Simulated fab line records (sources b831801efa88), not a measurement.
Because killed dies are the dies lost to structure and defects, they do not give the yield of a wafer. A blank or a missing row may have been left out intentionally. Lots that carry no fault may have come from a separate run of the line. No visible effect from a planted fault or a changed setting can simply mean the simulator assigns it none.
Which tool did it? -- flow gf180mcu -- 18 wafers from 6 lots sampled at 3 of the route's 602 steps

== WHAT THE GAUGES SHOWED, per wafer ==
GF_DNWELL_TW_MEAS_09.
lot,measured,on,DNWELL_TW
L739,day 3 00:49,film_metro-04,1373 1371 1362
L741,day 3 11:10,film_metro-04,1355 1368 1360
L744,day 4 03:55,film_metro-04,1344 1340 1348
L746,day 4 13:19,film_metro-02,1342 1344 1335
L751,day 5 20:42,film_metro-01,921 924 928
L757,day 7 03:48,film_metro-02,1346 1347 1342

== WHICH TOOL RAN EACH LOT (tool, then ch and the chambers of the sampled wafers, then the start) ==
lot,GF_STI_CMP_25,GF_DNWELL_IMPLANT_07
L739,"cmp-02 ch 0,2,3, day 2 09:11","implanter-01 ch 0, day 3 00:35"
L741,"cmp-01 ch 0,2,3, day 2 19:33","implanter-01 ch 0, day 3 10:55"
L744,"cmp-02 ch 1,2,3, day 3 12:26","implanter-03 ch 0, day 4 03:41"
L746,"cmp-02 ch 0,1,3, day 3 21:20","implanter-04 ch 0, day 4 13:04"
L751,"cmp-02 ch 0,1,3, day 5 02:32","implanter-03 ch 0, day 5 20:28"
L757,"cmp-01 ch 0,2,3, day 6 07:45","implanter-04 ch 0, day 7 03:33"
- GF_STI_CMP_25: polishes, stops on Si3N4, t overpolish 33 s, target thk 524.6 nm.
- GF_DNWELL_IMPLANT_07

== THE ANSWER, worked out from the rows above alone ==
Rule: the lots themselves supply what counts as usual. The widest of any qualifying gaps counts: lots, ordered by their means at a reading, are off when they make up no more than a third of the lots, leave a main group of 4 or more, and stand apart from it by 3 or more times the standard deviation of that group's means. A main group is skipped when, at the precision printed for the reading in the tables above, its means are all equal. A lot without any number at a reading at which 4 lots or more have one is off too. Where the step has rows for the other lots, those lots are counted as sound.
Off: L751, at GF_DNWELL_TW_MEAS_09 (DNWELL_TW). The main group: mean 1352, standard deviation 11.
A tool fits if, at a process step before that reading, it ran every lot that is off, and no sound lot after the first of them. Those tools and the gauges at GF_DNWELL_TW_MEAS_09 are tried in the same way. Can't be told from this: 3 tools fit, cmp-02 at GF_STI_CMP_25, implanter-03 at GF_DNWELL_IMPLANT_07, film_metro-01 at GF_DNWELL_TW_MEAS_09.

== WHAT HAD BEEN PUT IN BY THE SIMULATOR ==
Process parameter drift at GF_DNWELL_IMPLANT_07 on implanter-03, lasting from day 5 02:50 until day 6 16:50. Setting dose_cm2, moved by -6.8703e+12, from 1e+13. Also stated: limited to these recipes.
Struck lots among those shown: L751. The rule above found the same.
